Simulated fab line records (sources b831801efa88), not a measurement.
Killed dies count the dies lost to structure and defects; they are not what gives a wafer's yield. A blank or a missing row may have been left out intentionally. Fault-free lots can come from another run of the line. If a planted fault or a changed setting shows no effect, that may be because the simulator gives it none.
Which tool was responsible? + flow gf180mcu + 14 lots with 42 wafers sampled at 4 steps, on a route of 602 steps

== WHAT EACH GAUGE READ, for each wafer ==
GF_M1_THK_MEAS_06: measures by xrf. Usual: M1_ALCU_THK 447 nm, standard deviation 6.1.
| lot  | measured     | on            | M1_ALCU_THK (nm) | flag |
|------|--------------|---------------|------------------|------|
| L256 | day 16 01:45 | film-metro-03 | 451 453 451      |      |
| L258 | day 17 01:41 | film-metro-01 | 453 437 446      |      |
| L259 | day 17 08:48 | film-metro-03 | 445 447 439      |      |
| L260 | day 17 13:32 | film-metro-03 | 451 445 449      |      |
| L261 | day 17 22:50 | film-metro-01 | 440 445 448      |      |
| L263 | day 18 18:15 | film-metro-03 | 444 448 443      |      |
| L264 | day 19 00:24 | film-metro-01 | 449 447 455      |      |
| L265 | day 19 13:26 | film-metro-01 | 442 454 451      |      |
| L267 | day 20 10:34 | film-metro-04 | 441 435 445      |      |
| L268 | day 20 22:22 | film-metro-03 | 445 449 439      |      |
| L269 | day 21 05:31 | film-metro-01 | 448 449 450      |      |
| L273 | day 22 17:46 | film-metro-03 | 455 451 457      |      |
| L276 | day 23 10:52 | film-metro-03 | 450 441 437      |      |
| L277 | day 23 13:34 | film-metro-01 | 442 444 443      |      |

GF_V2_OVL_MEAS_15. Usual: V2_OVL -3 nm, standard deviation 5.5.
| lot  | measured     | on         | V2_OVL (nm) | flag |
|------|--------------|------------|-------------|------|
| L256 | day 20 02:38 | overlay-01 | -2 1 4      |      |
| L258 | day 21 04:20 | overlay-01 | -2 -1 2     |      |
| L259 | day 21 12:05 | overlay-01 | -5 -4 -10   |      |
| L260 | day 21 16:31 | overlay-01 | -2 0 0      |      |
| L261 | day 22 03:22 | overlay-01 | -7 -6 -4    |      |
| L263 | day 22 22:50 | overlay-02 | 2 13 11     |      |
| L264 | day 23 03:12 | overlay-02 | -5 0 -7     |      |
| L265 | day 23 16:07 | overlay-02 | 2 6 10      |      |
| L267 | day 24 11:10 | overlay-02 | -3 -5 -5    |      |
| L268 | day 24 20:47 | overlay-02 | -5 -9 -5    |      |
| L269 | day 25 05:05 | overlay-02 | -8 -6 -9    |      |
| L273 | day 26 14:06 | overlay-02 | -11 -8 -22  |      |
| L276 | day 27 05:47 | overlay-01 | -7 -6 -2    |      |
| L277 | day 27 07:56 | overlay-01 | -10 -2 -6   |      |

== WHICH TOOL RAN EACH LOT (tool, then ch and the chambers of the sampled wafers, then the start) ==
| lot  | GF_DNWELL_IMPLANT_07           | GF_SALICIDE_SPUTTER_03       |
|------|--------------------------------|------------------------------|
| L256 | implanter-01 ch 0, day 2 18:13 | pvd-sputter-01, day 15 01:14 |
| L258 | implanter-04 ch 0, day 3 07:50 | pvd-sputter-02, day 16 00:29 |
| L259 | implanter-04 ch 0, day 3 11:12 | pvd-sputter-01, day 16 07:22 |
| L260 | implanter-03 ch 0, day 3 17:26 | pvd-sputter-02, day 16 12:17 |
| L261 | implanter-03 ch 0, day 3 21:01 | pvd-sputter-04, day 16 21:00 |
| L263 | implanter-03 ch 0, day 4 09:38 | pvd-sputter-01, day 17 16:23 |
| L264 | implanter-04 ch 0, day 4 13:23 | pvd-sputter-04, day 17 22:11 |
| L265 | implanter-03 ch 0, day 4 18:46 | pvd-sputter-02, day 18 10:07 |
| L267 | implanter-03 ch 0, day 5 04:26 | pvd-sputter-04, day 19 07:14 |
| L268 | implanter-01 ch 0, day 5 13:10 | pvd-sputter-02, day 19 19:13 |
| L269 | implanter-04 ch 0, day 5 17:25 | pvd-sputter-04, day 20 03:38 |
| L273 | implanter-01 ch 0, day 6 13:44 | pvd-sputter-01, day 21 15:22 |
| L276 | implanter-04 ch 0, day 7 04:25 | pvd-sputter-04, day 22 08:34 |
| L277 | implanter-04 ch 0, day 7 09:57 | pvd-sputter-04, day 22 12:41 |
- GF_DNWELL_IMPLANT_07
- GF_SALICIDE_SPUTTER_03: material TiN, target thk 20 nm, time 16.7 s.

== WHAT THE TOOLS THEMSELVES READ (means of the sampled wafers that have a number; where no wafer has one, the mark that the record gives instead) ==
GF_DNWELL_IMPLANT_07. Usual: beam-energy-keV 1499.9, standard deviation 0.44.
| lot  | tool         | beam-energy-keV | flag |
|------|--------------|-----------------|------|
| L256 | implanter-01 | 1500.1          |      |
| L258 | implanter-04 | 1499.6          |      |
| L259 | implanter-04 | 1499.9          |      |
| L260 | implanter-03 | 1499.6          |      |
| L261 | implanter-03 | 1499.9          |      |
| L263 | implanter-03 | 1500.2          |      |
| L264 | implanter-04 | 1499.6          |      |
| L265 | implanter-03 | 1499.8          |      |
| L267 | implanter-03 | 1500.0          |      |
| L268 | implanter-01 | 1500.0          |      |
| L269 | implanter-04 | 1500.4          |      |
| L273 | implanter-01 | 1499.5          |      |
| L276 | implanter-04 | 1471.1          | OFF  |
| L277 | implanter-04 | 1470.4          | OFF  |

GF_SALICIDE_SPUTTER_03. Usual: throttle-valve-pct 30.0 %, standard deviation 1.1.
| lot  | tool           | throttle-valve-pct (%) | flag |
|------|----------------|------------------------|------|
| L256 | pvd-sputter-01 | 29.6                   |      |
| L258 | pvd-sputter-02 | 30.4                   |      |
| L259 | pvd-sputter-01 | 30.5                   |      |
| L260 | pvd-sputter-02 | 30.2                   |      |
| L261 | pvd-sputter-04 | 30.3                   |      |
| L263 | pvd-sputter-01 | 29.1                   |      |
| L264 | pvd-sputter-04 | 29.7                   |      |
| L265 | pvd-sputter-02 | 30.1                   |      |
| L267 | pvd-sputter-04 | 30.0                   |      |
| L268 | pvd-sputter-02 | 30.4                   |      |
| L269 | pvd-sputter-04 | 29.5                   |      |
| L273 | pvd-sputter-01 | 29.6                   |      |
| L276 | pvd-sputter-04 | 30.1                   |      |
| L277 | pvd-sputter-04 | 31.0                   |      |

== THE ANSWER, worked out from the rows above alone ==
Rule: lot off if the mean of its wafers having a number is beyond 3 standard deviations from the usual mean. A lot without any number at a reading at which 4 lots or more have one is off too. The other lots that the step has rows for count as sound. Order of review: gauges by route order, followed by the tools' own readings, for which a lot's mean as printed above is used. At the first step where some lot is off, the reading lying furthest off is the one used; lots without a number count as furthest.
Off, at GF_DNWELL_IMPLANT_07 on beam-energy-keV: L276, L277.
If a tool, at that step or one of the process steps before it, ran each lot that is off and ran no sound lot following the first of them, it fits. One fits: GF_DNWELL_IMPLANT_07 on implanter-04. A fault onset in the window from L269 (day 5 17:25, its last sound lot) to L276 (day 7 04:25, its first lot off) fits.
The tool's own readings at GF_DNWELL_IMPLANT_07 bear it out: on the lots that are off they differ by more than 5 times the standard deviation of the sound lots' means. beam-energy-keV reads 1470.8 there against 1499.9 on the sound lots.

== WHAT THE SIMULATOR HAD PUT IN ==
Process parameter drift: implanter-04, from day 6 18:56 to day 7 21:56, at GF_DNWELL_IMPLANT_07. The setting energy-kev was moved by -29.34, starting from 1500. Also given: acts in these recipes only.
Shown lots that were struck: L276, L277. The rule above found the same.
